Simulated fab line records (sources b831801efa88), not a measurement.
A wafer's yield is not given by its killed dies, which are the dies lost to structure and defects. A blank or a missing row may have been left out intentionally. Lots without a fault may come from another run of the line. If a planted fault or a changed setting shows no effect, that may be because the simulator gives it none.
2 desks, one fault	flow gf180mcu	each desk holds nothing but its own numbers, with what lay behind them at the end

== DESK OF THE TOOL OWNER: cmp-02 ==
The tool's own readings at GF_CONTACT_CMP_27 (polishes, stops on SiO2, t overpolish 15 s, target thk 0 nm): means of the sampled wafers that have a number, for each lot that ran on this tool. Marked OUT: a lot whose mean sits more than 4 standard deviations from the usual mean, which makes it out of limits; the brackets give that distance.
Columns: A = head-pressure-psi at GF_CONTACT_CMP_27, usual 3.500 psi; B = motor-current-A at GF_CONTACT_CMP_27, usual 10.8 A; C = overpolish-run-s at GF_CONTACT_CMP_27, usual 15.000 s; D = time-to-endpoint-s at GF_CONTACT_CMP_27, usual 73.1 s
lot	first seen here	A	B	C	D
L295	day 17 08:18	3.499	11.5	15.000	74.7
L296	day 17 13:05	3.501	10.6	14.997	73.8
L298	day 17 17:59	3.498	10.9	15.015	74.1
L297	day 17 22:08	3.505	10.4	15.009	76.6
L300	day 18 18:19	3.498	10.4	14.996	71.5
L302	day 19 06:07	3.502	10.9	7.519 (-99 or more) OUT	95.1 (+7.9) OUT
L304	day 20 11:11	3.499	10.4	10.011 (-99 or more) OUT	88.2 (+5.4) OUT
L312	day 23 02:38	3.509	10.3	15.001	73.9
L313	day 23 08:29	3.506	11.7	15.005	77.2
L314	day 23 18:19	3.503	9.8	15.004	71.8
L316	day 24 07:03	3.503	10.2	15.003	71.9
This desk's verdict: out of limits on L302, L304, starting with L302 at day 19 06:07 (overpolish-run-s at GF_CONTACT_CMP_27). L295, L296, L298, L297, L300, L312, L313, L314, L316 stayed within limits.

== AT THE METROLOGY DESK ==
What the gauges read for every lot (on any tool): the sampled wafers with a number, averaged. Marked OUT: a lot whose mean sits more than 4 standard deviations from the usual mean, which makes it out of limits; the brackets give that distance.
Columns: A = cd-nm at GF_M3_CD_MEAS_14, usual 279.8 nm; B = V3_CVD_00_THK at GF_V3_THK_MEAS_01, usual 604 nm
lot	first seen here	A	B
L294	day 22 10:12	278.4	606
L295	day 22 14:36	280.7	598
L296	day 22 19:21	279.1	600
L298	day 23 01:18	279.5	601
L297	day 23 04:56	280.9	598
L299	day 23 16:13	277.9	606
L300	day 24 01:17	280.9	600
L302	day 24 10:35	279.8	605
L304	day 25 10:56	281.8	604
L312	day 27 20:49	280.1	601
L313	day 27 23:35	281.2	608
L314	day 28 13:21	280.7	611
L315	day 28 15:01	280.1	600
L316	day 28 19:48	280.2	603
Finding of this desk: none of the 14 lots has anything out of limits.

== ALL TOGETHER ==
At day 19 06:07, on L302, L304, the tool owner's desk was in a position to raise an alarm.
The metrology desk saw nothing out of limits.
The metrology desk holds a record of L302, L304, inside its limits.
All the named lots went through GF_CONTACT_CMP_27 on cmp-02.

== WHAT HAD BEEN PUT IN BY THE SIMULATOR ==
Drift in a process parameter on cmp-02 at GF_CONTACT_CMP_27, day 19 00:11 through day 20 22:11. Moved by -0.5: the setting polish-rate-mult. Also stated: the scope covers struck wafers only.
Lots struck among those shown: L302, L304.
Each desk's first reading out of limits, in hours after the fault started: the tool owner's desk, 6.
